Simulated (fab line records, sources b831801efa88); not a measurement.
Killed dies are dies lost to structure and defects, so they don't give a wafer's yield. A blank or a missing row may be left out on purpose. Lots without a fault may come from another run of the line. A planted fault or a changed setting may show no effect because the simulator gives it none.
Chamber matching | flow sky130 | SKY_CAP2M_CVD_00 on pecvd-02: 3 sister chambers
The step deposits SiO2, target thk 15.5 nm. 16 wafers are shown with their chamber, then 8 later ones without.

WAFERS WITH THEIR CHAMBER
wafer  | chamber | heater_power_w (W)
L074.1 | 0       | 656
L074.2 | 1       | 718
L074.5 | 0       | 646
L074.3 | 1       | 728
L074.4 | 0       | 671
L074.6 | 1       | 721
L079.1 | 0       | 631
L079.2 | 1       | 767
L079.3 | 2       | 642
L084.2 | 1       | 763
L084.4 | 2       | 549
L084.5 | 0       | 620
L087.2 | 0       | 647
L087.4 | 1       | 671
L087.6 | 0       | 651
L089.2 | 2       | 613

SIGNATURES (means of the wafers above)
reading        | chamber 0 | chamber 1 | chamber 2 | scatter within a chamber
heater_power_w | 646.00    | 728.00    | 601.33    | 30.8
Rule: a wafer's distance from a chamber is the root of the sum, over the readings, of the square of ((its reading less the chamber's mean) divided by the reading's scatter). The wafer belongs to the nearest chamber; if the next one is less than 2 further off, it can't be placed. The scatter: the root of (the sum of the squares of (reading less its chamber's mean) over the shown wafers, divided by (wafers less chambers)).

WAFERS WITHOUT THEIR CHAMBER
wafer  | heater_power_w (W)
L089.3 | 565
L089.4 | 595
L096.1 | 631
L096.2 | 591
L096.3 | 764
L096.4 | 634
L096.5 | 766
L096.6 | 598

WHICH CHAMBER EACH WENT THROUGH
wafer  | from the rows above     | in truth
L089.3 | can't be placed: 2 or 0 | 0
L089.4 | can't be placed: 2 or 0 | 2
L096.1 | can't be placed: 0 or 2 | 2
L096.2 | can't be placed: 2 or 0 | 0
L096.3 | 1                       | 1
L096.4 | can't be placed: 0 or 2 | 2
L096.5 | 1                       | 1
L096.6 | can't be placed: 2 or 0 | 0
Placed correctly: 2 of 8. Can't be placed from these rows: 6 (the true chamber is among the candidates in 6). Placed wrongly: 0.
